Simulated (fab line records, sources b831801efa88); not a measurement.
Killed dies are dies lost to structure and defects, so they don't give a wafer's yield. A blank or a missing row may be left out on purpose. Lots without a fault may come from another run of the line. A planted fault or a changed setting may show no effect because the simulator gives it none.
A struck lot beside a sound one | flow sfq_line | 26 steps out of a route of 325
Sound: wafers L503.1, L503.4, L503.5. Struck: wafer L518.1. (L518.2, L518.6 of the same lot were not struck and are left out.) The cause comes at the end.
At each step with rows: each side's tool, then ch and its chambers, then its first start. Under that, the readings that differ: sound wafers | struck wafers | difference of the means | sigmas: that difference in standard deviations of wafers without a fault.
alike: readings whose means differ by less than 2 such deviations, and words and numbers that are the same on both sides. not compared: withheld readings, readings that some wafer has no value for, bounds like >300 that may hide the same value, and numbers for which the record gives no deviation and whose values overlap.
The two part at a step that has a row with sigmas, a row that says differs or no value, or rows on one side only. Numbers that don't overlap but have no deviation are shown without sigmas and don't part them. A reading that every wafer of one side lacks parts them only if that side has two wafers or more.

SFQ_L0_RS_MEAS_901: measures by four-point-probe.
  sound on film_metro-02, day 1 12:34; struck on film_metro-01, day 4 15:34
  reading                | sound          | struck | difference | sigmas
  L0_MONX_KI_RS (ohm/sq) | 43.6 43.7 43.6 | 42.7   | -0.9       | -2
SFQ_L0_THK_MEAS_902: measures by xrf.
  sound on film_metro-02, day 1 12:41; struck on film_metro-01, day 4 15:41
  reading             | sound          | struck | difference | sigmas
  L0_MONX_KI_THK (nm) | 39.3 39.4 39.4 | 40.3   | +0.9       | +2
then, 6 steps without rows for these wafers: SFQ_TRILAYER_L0_LITHO_COAT_010 (resist thk 62 nm); SFQ_TRILAYER_L0_LITHO_COAT_005 (resist thk 600 nm); SFQ_TRILAYER_L0_LITHO_SOFTBAKE_009; SFQ_TRILAYER_L0_LITHO_EXPOSE_006 (exposes mask L0, target cd 2000 nm); SFQ_TRILAYER_L0_LITHO_PEB_008 (peb time 60 s); SFQ_TRILAYER_L0_LITHO_DEVELOP_007 (time 60 s).
-- the record jumps here: 3 days lie between the struck wafers' starts before and after --
SFQ_TRILAYER_L0_BARC_OPEN_METAL_ETCH_010: etches BARC in O2, target depth 125 nm, time 41.7 s.
  sound on rie_metal-02 ch 0,1, day 4 09:15; struck on rie_metal-04 ch 0, day 8 00:22
  alike: drypump_motor_current_A, oes_product_au
  not compared: rf_hours_counter_h
SFQ_TRILAYER_L0_ETCH_METAL_ETCH_008: etches MoNx KI in SF6/O2, stops on SiO2, target depth 50 nm, time 25 s.
  sound on rie_metal-02 ch 0,1, day 4 09:19; struck on rie_metal-04 ch 0, day 8 00:25
  reading               | sound             | struck | difference | sigmas
  oes_product_au (a.u.) | 0.867 0.870 0.870 | 0.886  | +0.017     | +3
  alike: drypump_motor_current_A
  not compared: rf_hours_counter_h
then, 2 steps without rows for these wafers: SFQ_TRILAYER_L0_STRIP_STRIP_009 (strips in O2); SFQ_TRILAYER_L0_STRIP_SOLV_CLEAN_010 (cleans in NMP, time 600 s).
SFQ_TRILAYER_L0_CAP_PECVD_011: deposits SiO2 from SiH4/N2O, time 13.333 s, target thk 60 nm.
  sound on pecvd-03 ch 0,2, day 4 10:08; struck on pecvd-01 ch 0, day 8 01:15
  reading                                             | sound             | struck | difference | sigmas
  heater_power_w (W)                                  | 67 54 68          | 95     | +32        | +2
  model.SiO2_of_TRILAYER_L0_CAP_PECVD_011.thk_nm (nm) | 59.35 59.39 60.42 | 50.65  | -9.07      |
  alike: throttle_valve_pct
then, 6 steps without rows for these wafers: SFQ_TRILAYER_L0_VIA_LITHO_COAT_018 (resist thk 62 nm); SFQ_TRILAYER_L0_VIA_LITHO_COAT_013 (resist thk 650 nm); SFQ_TRILAYER_L0_VIA_LITHO_SOFTBAKE_017; SFQ_TRILAYER_L0_VIA_LITHO_EXPOSE_014 (exposes mask L0V, target cd 700 nm); SFQ_TRILAYER_L0_VIA_LITHO_PEB_016 (peb time 60 s); SFQ_TRILAYER_L0_VIA_LITHO_DEVELOP_015 (time 60 s).
-- the record jumps here: 4 days lie between the struck wafers' starts before and after --
SFQ_L0V_OVL_MEAS_903:
  sound on overlay-02, day 7 17:10; struck on overlay-02, day 12 12:45
  alike: L0V_OVL
SFQ_TRILAYER_L0_VIA_BARC_OPEN_VIA_ETCH_021: etches BARC in O2, target depth 125 nm, time 41.7 s.
  sound on rie_diel-01 ch 0,2,3, day 7 17:12; struck on rie_diel-02 ch 0, day 12 12:47
  alike: drypump_motor_current_A, oes_product_au
  not compared: rf_hours_counter_h
SFQ_TRILAYER_L0_VIA_ETCH_VIA_ETCH_016: etches SiO2 in CHF3, stops on MoNx KI, target depth 80 nm.
  sound on rie_diel-01 ch 0,2,3, day 7 17:14; struck on rie_diel-02 ch 0, day 12 12:50
  reading                         | sound             | struck | difference | sigmas
  oes_product_au (a.u.)           | 0.841 0.838 0.846 | 0.762  | -0.080     | -11
  model.etch.depth_nm (nm)        | 59.35 59.39 60.42 | 50.65  | -9.07      |
  model.L0V.feature_depth_nm (nm) | 59.35 59.39 60.42 | 50.65  | -9.07      |
  alike: drypump_motor_current_A
SFQ_TRILAYER_L0_VIA_STRIP_STRIP_017: strips in O2.
  sound on rie_metal-04 ch 0,1, day 7 17:17; struck on rie_metal-04 ch 0, day 12 12:52
  alike: drypump_motor_current_A, oes_product_au, platen_temp_c
  not compared: rf_hours_counter_h
then, 1 step without rows for these wafers: SFQ_TRILAYER_L0_VIA_STRIP_SOLV_CLEAN_018 (cleans in NMP, time 600 s).
SFQ_TRILAYER_M0_DEP_PRE_CLEAN_020: time 15 s.
  sound on pvd_sputter-05, day 7 18:06; struck on pvd_sputter-03, day 12 13:39
  reading                                             | sound             | struck | difference | sigmas
  model.SiO2_of_TRILAYER_L0_CAP_PECVD_011.thk_nm (nm) | 54.35 54.39 55.42 | 45.65  | -9.07      |
SFQ_TRILAYER_M0_DEP_SPUTTER_019: material Nb, target thk 200 nm, time 133.3 s.
  sound on pvd_sputter-05, day 7 18:07; struck on pvd_sputter-03, day 12 13:40
  alike: throttle_valve_pct

WHERE THEY PART
First at SFQ_L0_RS_MEAS_901; last, within this record, at SFQ_TRILAYER_L0_VIA_ETCH_VIA_ETCH_016. Later steps at which nothing parts them and some readings are alike: SFQ_TRILAYER_L0_VIA_STRIP_STRIP_017, SFQ_TRILAYER_M0_DEP_SPUTTER_019.

WHY: what the simulator had put in
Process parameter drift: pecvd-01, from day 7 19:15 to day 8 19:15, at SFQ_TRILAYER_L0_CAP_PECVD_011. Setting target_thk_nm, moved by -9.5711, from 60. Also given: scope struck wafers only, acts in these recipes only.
